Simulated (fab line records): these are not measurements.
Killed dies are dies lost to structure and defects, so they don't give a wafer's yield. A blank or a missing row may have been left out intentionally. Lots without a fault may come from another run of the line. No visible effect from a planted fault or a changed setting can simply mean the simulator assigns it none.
What tool caused it? / flow sky130 / 45 wafers from 15 lots sampled at 5 of the route's 708 steps

== WHAT THE GAUGES READ, wafer by wafer ==
SKY_VIA2_CD_MEAS_12: target cd 200 nm. Usual: 199.7 nm for cd nm, sd 1.2.
lot=L203; measured=day 36 04:16; on=cd sem-01; cd nm (nm)=201.8 201.5 201.1; flag=
lot=L204; measured=day 36 12:04; on=cd sem-01; cd nm (nm)=199.1 201.0 201.0; flag=
lot=L206; measured=day 37 06:25; on=cd sem-01; cd nm (nm)=199.2 198.1 198.3; flag=
lot=L207; measured=day 37 18:05; on=cd sem-02; cd nm (nm)=199.1 197.6 197.9; flag=
lot=L208; measured=day 37 20:08; on=cd sem-02; cd nm (nm)=201.8 200.3 200.1; flag=
lot=L210; measured=day 38 14:20; on=cd sem-02; cd nm (nm)=201.3 202.2 201.3; flag=
lot=L212; measured=day 39 12:46; on=cd sem-01; cd nm (nm)=200.2 199.8 199.9; flag=
lot=L213; measured=day 39 16:32; on=cd sem-01; cd nm (nm)=198.4 198.2 199.9; flag=
lot=L214; measured=day 39 23:57; on=cd sem-02; cd nm (nm)=200.4 199.1 199.6; flag=
lot=L215; measured=day 40 04:35; on=cd sem-02; cd nm (nm)=199.5 200.6 201.2; flag=
lot=L216; measured=day 40 12:22; on=cd sem-02; cd nm (nm)=201.2 200.1 199.8; flag=
lot=L217; measured=day 40 20:05; on=cd sem-02; cd nm (nm)=199.9 200.2 200.8; flag=
lot=L224; measured=day 42 18:20; on=cd sem-01; cd nm (nm)=200.4 198.7 198.6; flag=
lot=L226; measured=day 42 21:14; on=cd sem-01; cd nm (nm)=197.7 199.7 197.6; flag=
lot=L225; measured=day 43 00:36; on=cd sem-02; cd nm (nm)=201.3 199.7 199.8; flag=

SKY_VIA4_BOW_MEAS_03. Usual: VIA4_BOW 79 um, standard deviation 6.5.
lot=L203; measured=day 41 15:50; on=film metro-01; VIA4_BOW (um)=74 80 73; flag=
lot=L204; measured=day 41 23:10; on=film metro-01; VIA4_BOW (um)=80 77 83; flag=
lot=L206; measured=day 42 16:01; on=film metro-04; VIA4_BOW (um)=82 73 76; flag=
lot=L207; measured=day 43 02:32; on=film metro-01; VIA4_BOW (um)=69 83 79; flag=
lot=L208; measured=day 43 04:44; on=film metro-01; VIA4_BOW (um)=72 70 78; flag=
lot=L210; measured=day 43 21:27; on=film metro-04; VIA4_BOW (um)=96 66 81; flag=
lot=L212; measured=day 44 18:03; on=film metro-04; VIA4_BOW (um)=85 70 81; flag=
lot=L213; measured=day 44 20:06; on=film metro-01; VIA4_BOW (um)=81 76 80; flag=
lot=L214; measured=day 45 04:11; on=film metro-04; VIA4_BOW (um)=71 85 87; flag=
lot=L215; measured=day 45 06:01; on=film metro-03; VIA4_BOW (um)=143 122 129; flag=OFF
lot=L216; measured=day 45 11:15; on=film metro-01; VIA4_BOW (um)=144 150 135; flag=OFF
lot=L217; measured=day 45 19:47; on=film metro-04; VIA4_BOW (um)=124 118 123; flag=OFF
lot=L224; measured=day 47 13:17; on=film metro-03; VIA4_BOW (um)=72 91 82; flag=
lot=L226; measured=day 47 14:26; on=film metro-04; VIA4_BOW (um)=82 86 69; flag=
lot=L225; measured=day 47 20:02; on=film metro-03; VIA4_BOW (um)=68 64 87; flag=

== EACH LOT AND THE TOOL THAT RAN IT (in order: tool; ch and the chambers of the sampled wafers; start) ==
lot=L203; SKY_VIA1_CVD_21=cvd w-01 ch 0,1, day 33 21:23; SKY_METAL2_DESCUM_17=rie metal-03 ch 0, day 35 00:46; SKY_VIA4_CMP_02=cmp-02 ch 1,2,3, day 41 15:31
lot=L204; SKY_VIA1_CVD_21=cvd w-01 ch 0,1, day 34 05:29; SKY_METAL2_DESCUM_17=rie metal-04 ch 1, day 35 08:56; SKY_VIA4_CMP_02=cmp-02 ch 1,2, day 41 22:54
lot=L206; SKY_VIA1_CVD_21=cvd w-02 ch 1, day 35 00:19; SKY_METAL2_DESCUM_17=rie metal-01 ch 0, day 36 03:29; SKY_VIA4_CMP_02=cmp-01 ch 2,3, day 42 15:45
lot=L207; SKY_VIA1_CVD_21=cvd w-02 ch 0,1, day 35 12:20; SKY_METAL2_DESCUM_17=rie metal-01 ch 0,1, day 36 15:27; SKY_VIA4_CMP_02=cmp-02 ch 1,2,3, day 43 02:20
lot=L208; SKY_VIA1_CVD_21=cvd w-02 ch 0,1, day 35 15:17; SKY_METAL2_DESCUM_17=rie metal-03 ch 0,1, day 36 18:02; SKY_VIA4_CMP_02=cmp-02 ch 0,2,3, day 43 04:26
lot=L210; SKY_VIA1_CVD_21=cvd w-01 ch 0,1, day 36 09:26; SKY_METAL2_DESCUM_17=rie metal-04 ch 0,1, day 37 11:53; SKY_VIA4_CMP_02=cmp-01 ch 1,2,3, day 43 21:12
lot=L212; SKY_VIA1_CVD_21=cvd w-02 ch 0,1, day 37 08:29; SKY_METAL2_DESCUM_17=rie metal-01 ch 0, day 38 10:39; SKY_VIA4_CMP_02=cmp-02 ch 0,1,3, day 44 17:47
lot=L213; SKY_VIA1_CVD_21=cvd w-02 ch 0,1, day 37 12:34; SKY_METAL2_DESCUM_17=rie metal-03 ch 0,1, day 38 14:33; SKY_VIA4_CMP_02=cmp-01 ch 1,2, day 44 19:48
lot=L214; SKY_VIA1_CVD_21=cvd w-01 ch 0,1, day 37 19:44; SKY_METAL2_DESCUM_17=rie metal-04 ch 0,1, day 38 21:44; SKY_VIA4_CMP_02=cmp-02 ch 0,2, day 45 03:55
lot=L215; SKY_VIA1_CVD_21=cvd w-02 ch 0,1, day 38 01:23; SKY_METAL2_DESCUM_17=rie metal-01 ch 0,1, day 39 02:39; SKY_VIA4_CMP_02=cmp-01 ch 1,2,3, day 45 05:43
lot=L216; SKY_VIA1_CVD_21=cvd w-02 ch 0,1, day 38 08:31; SKY_METAL2_DESCUM_17=rie metal-04 ch 0,1, day 39 10:13; SKY_VIA4_CMP_02=cmp-01 ch 1,2,3, day 45 11:02
lot=L217; SKY_VIA1_CVD_21=cvd w-02 ch 0,1, day 38 17:37; SKY_METAL2_DESCUM_17=rie metal-04 ch 0, day 39 19:22; SKY_VIA4_CMP_02=cmp-01 ch 0,1,2, day 45 19:32
lot=L224; SKY_VIA1_CVD_21=cvd w-02 ch 0, day 40 17:47; SKY_METAL2_DESCUM_17=rie metal-04 ch 0,1, day 41 17:59; SKY_VIA4_CMP_02=cmp-02 ch 1,2,3, day 47 12:59
lot=L226; SKY_VIA1_CVD_21=cvd w-02 ch 1, day 40 20:14; SKY_METAL2_DESCUM_17=rie metal-04 ch 1, day 41 21:02; SKY_VIA4_CMP_02=cmp-01 ch 0,3, day 47 14:08
lot=L225; SKY_VIA1_CVD_21=cvd w-02 ch 0,1, day 40 23:00; SKY_METAL2_DESCUM_17=rie metal-04 ch 0,1, day 42 00:05; SKY_VIA4_CMP_02=cmp-02 ch 0,1,2, day 47 19:43
- SKY_VIA1_CVD_21: deposits W, target thk 270 nm, time 80.902 s.
- SKY_METAL2_DESCUM_17: chemistry O2, time 8 s.
- SKY_VIA4_CMP_02: polishes SiO2.

== WHAT THE TOOLS THEMSELVES READ (means of the sampled wafers that have a number; where no wafer has one, the mark that the record gives instead) ==
SKY_VIA1_CVD_21. Usual: 904 W for heater power w, sd 86.
lot=L203; tool=cvd w-01; heater power w (W)=790; flag=
lot=L204; tool=cvd w-01; heater power w (W)=813; flag=
lot=L206; tool=cvd w-02; heater power w (W)=907; flag=
lot=L207; tool=cvd w-02; heater power w (W)=959; flag=
lot=L208; tool=cvd w-02; heater power w (W)=972; flag=
lot=L210; tool=cvd w-01; heater power w (W)=823; flag=
lot=L212; tool=cvd w-02; heater power w (W)=931; flag=
lot=L213; tool=cvd w-02; heater power w (W)=956; flag=
lot=L214; tool=cvd w-01; heater power w (W)=820; flag=
lot=L215; tool=cvd w-02; heater power w (W)=961; flag=
lot=L216; tool=cvd w-02; heater power w (W)=971; flag=
lot=L217; tool=cvd w-02; heater power w (W)=980; flag=
lot=L224; tool=cvd w-02; heater power w (W)=990; flag=
lot=L226; tool=cvd w-02; heater power w (W)=920; flag=
lot=L225; tool=cvd w-02; heater power w (W)=957; flag=

SKY_METAL2_DESCUM_17. Usual: drypump motor current A 5.6 A, standard deviation 0.49; oes product au 0.997 a.u., standard deviation 0.011.
lot=L203; tool=rie metal-03; drypump motor current A (A)=5.3; oes product au (a.u.)=1.014; flag=
lot=L204; tool=rie metal-04; drypump motor current A (A)=5.0; oes product au (a.u.)=0.991; flag=
lot=L206; tool=rie metal-01; drypump motor current A (A)=5.2; oes product au (a.u.)=0.994; flag=
lot=L207; tool=rie metal-01; drypump motor current A (A)=5.6; oes product au (a.u.)=0.987; flag=
lot=L208; tool=rie metal-03; drypump motor current A (A)=5.6; oes product au (a.u.)=1.011; flag=
lot=L210; tool=rie metal-04; drypump motor current A (A)=5.3; oes product au (a.u.)=1.007; flag=
lot=L212; tool=rie metal-01; drypump motor current A (A)=5.3; oes product au (a.u.)=0.988; flag=
lot=L213; tool=rie metal-03; drypump motor current A (A)=5.9; oes product au (a.u.)=1.007; flag=
lot=L214; tool=rie metal-04; drypump motor current A (A)=5.5; oes product au (a.u.)=0.989; flag=
lot=L215; tool=rie metal-01; drypump motor current A (A)=5.7; oes product au (a.u.)=0.994; flag=
lot=L216; tool=rie metal-04; drypump motor current A (A)=5.3; oes product au (a.u.)=0.997; flag=
lot=L217; tool=rie metal-04; drypump motor current A (A)=5.8; oes product au (a.u.)=1.004; flag=
lot=L224; tool=rie metal-04; drypump motor current A (A)=5.5; oes product au (a.u.)=0.990; flag=
lot=L226; tool=rie metal-04; drypump motor current A (A)=5.0; oes product au (a.u.)=0.987; flag=
lot=L225; tool=rie metal-04; drypump motor current A (A)=5.2; oes product au (a.u.)=0.998; flag=

SKY_VIA4_CMP_02. Usual: edge zone pressure frac 1.000, standard deviation 0.0046; head pressure psi 4.000 psi, standard deviation 0.0081; motor current A 12.2 A, standard deviation 0.82; retaining ring pressure frac 0.999, standard deviation 0.0054.
lot=L203; tool=cmp-02; edge zone pressure frac=1.001; head pressure psi (psi)=4.002; motor current A (A)=12.3; retaining ring pressure frac=0.999; flag=
lot=L204; tool=cmp-02; edge zone pressure frac=0.999; head pressure psi (psi)=3.999; motor current A (A)=12.3; retaining ring pressure frac=1.001; flag=
lot=L206; tool=cmp-01; edge zone pressure frac=1.004; head pressure psi (psi)=3.995; motor current A (A)=12.0; retaining ring pressure frac=1.002; flag=
lot=L207; tool=cmp-02; edge zone pressure frac=0.996; head pressure psi (psi)=4.001; motor current A (A)=12.4; retaining ring pressure frac=0.998; flag=
lot=L208; tool=cmp-02; edge zone pressure frac=1.004; head pressure psi (psi)=4.000; motor current A (A)=11.7; retaining ring pressure frac=0.998; flag=
lot=L210; tool=cmp-01; edge zone pressure frac=0.996; head pressure psi (psi)=4.000; motor current A (A)=12.0; retaining ring pressure frac=1.000; flag=
lot=L212; tool=cmp-02; edge zone pressure frac=1.005; head pressure psi (psi)=4.001; motor current A (A)=11.8; retaining ring pressure frac=1.001; flag=
lot=L213; tool=cmp-01; edge zone pressure frac=0.995; head pressure psi (psi)=3.997; motor current A (A)=12.1; retaining ring pressure frac=0.995; flag=
lot=L214; tool=cmp-02; edge zone pressure frac=1.000; head pressure psi (psi)=4.002; motor current A (A)=11.5; retaining ring pressure frac=1.000; flag=
lot=L215; tool=cmp-01; edge zone pressure frac=-; head pressure psi (psi)=-; motor current A (A)=-; retaining ring pressure frac=-; flag=OFF
lot=L216; tool=cmp-01; edge zone pressure frac=-; head pressure psi (psi)=-; motor current A (A)=-; retaining ring pressure frac=-; flag=OFF
lot=L217; tool=cmp-01; edge zone pressure frac=-; head pressure psi (psi)=-; motor current A (A)=-; retaining ring pressure frac=-; flag=OFF
lot=L224; tool=cmp-02; edge zone pressure frac=1.002; head pressure psi (psi)=4.006; motor current A (A)=11.9; retaining ring pressure frac=1.002; flag=
lot=L226; tool=cmp-01; edge zone pressure frac=1.004; head pressure psi (psi)=4.005; motor current A (A)=12.8; retaining ring pressure frac=0.998; flag=
lot=L225; tool=cmp-02; edge zone pressure frac=0.997; head pressure psi (psi)=4.011; motor current A (A)=11.4; retaining ring pressure frac=1.001; flag=

== THE ANSWER, worked out from the rows above alone ==
Rule: a lot is off if the mean of its wafers that have a number lies more than 3 standard deviations from the usual mean. A lot without any number at a reading at which 4 lots or more have one is off too. Any other lot the step has rows for is counted as sound. The gauges are gone through in route order, then the tools' own readings, and for those a lot's mean is taken as printed above. The first step at which some lot is off is used, and at that step the reading that is off furthest; a lot without a number counts as furthest.
Off: L215, L216, L217, at SKY_VIA4_BOW_MEAS_03 (VIA4_BOW).
A tool fits if, at a process step before that reading, it ran every lot that is off, and no sound lot after the first of them. Not tried: the gauges at SKY_VIA4_BOW_MEAS_03; whatever is off there is also off at SKY_VIA4_CMP_02, on other tools, and gauge error can't account for it. No candidate that was tried fits.

== WHAT WAS PUT IN BY THE SIMULATOR ==
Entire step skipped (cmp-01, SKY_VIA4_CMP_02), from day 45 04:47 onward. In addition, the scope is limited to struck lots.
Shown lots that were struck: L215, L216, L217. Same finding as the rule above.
